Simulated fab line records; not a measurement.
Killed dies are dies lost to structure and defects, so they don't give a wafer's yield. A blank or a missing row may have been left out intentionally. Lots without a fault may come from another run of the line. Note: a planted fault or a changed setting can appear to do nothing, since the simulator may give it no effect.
Chamber matching / flow sfqLine / SFQ_TRILAYER_I2_CMP_CMP_064 on cmp-01: 4 sister chambers
The step polishes SiO2. 4 wafers are shown with their chamber, then 8 later ones without.

## WAFERS WITH THEIR CHAMBER
wafer=L729.3; chamber=2; motorCurrentA (A)=10.8
wafer=L730.4; chamber=1; motorCurrentA (A)=11.6
wafer=L730.5; chamber=3; motorCurrentA (A)=11.0
wafer=L730.6; chamber=0; motorCurrentA (A)=11.1

## WAFERS WHOSE CHAMBER IS MISSING
wafer=L734.4; motorCurrentA (A)=11.6
wafer=L734.3; motorCurrentA (A)=11.1
wafer=L734.5; motorCurrentA (A)=10.9
wafer=L737.1; motorCurrentA (A)=10.8
wafer=L737.5; motorCurrentA (A)=11.3
wafer=L743.4; motorCurrentA (A)=10.9
wafer=L743.2; motorCurrentA (A)=12.4
wafer=L743.6; motorCurrentA (A)=11.8

## WHICH CHAMBER EACH WENT THROUGH
wafer=L734.4; from the rows above=can't be placed: 1 or 0 or 3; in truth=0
wafer=L734.3; from the rows above=can't be placed: 0 or 3 or 2 or 1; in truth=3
wafer=L734.5; from the rows above=can't be placed: 2 or 3 or 0 or 1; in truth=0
wafer=L737.1; from the rows above=can't be placed: 2 or 3 or 0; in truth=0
wafer=L737.5; from the rows above=can't be placed: 0 or 1 or 3 or 2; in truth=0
wafer=L743.4; from the rows above=can't be placed: 2 or 3 or 0 or 1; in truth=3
wafer=L743.2; from the rows above=can't be placed: 1 or 0 or 3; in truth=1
wafer=L743.6; from the rows above=can't be placed: 1 or 0 or 3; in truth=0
Correct placement for 0 of the 8. Can't be placed from these rows: 8 (the true chamber is among the candidates in 8). Number placed wrongly: 0.
How it was worked out, from the rows above alone: a wafer's distance from a chamber is the root of the sum, over the readings, of the square of ((its reading less the chamber's mean) divided by the reading's scatter). The wafer belongs to the nearest chamber; if the next one is less than 2 further off, it can't be placed. A chamber's mean is the mean of its shown wafers. The scatter (one wafer shown for each chamber): square how far every hidden wafer sits from the nearest shown wafer, average those squares and take the square root.
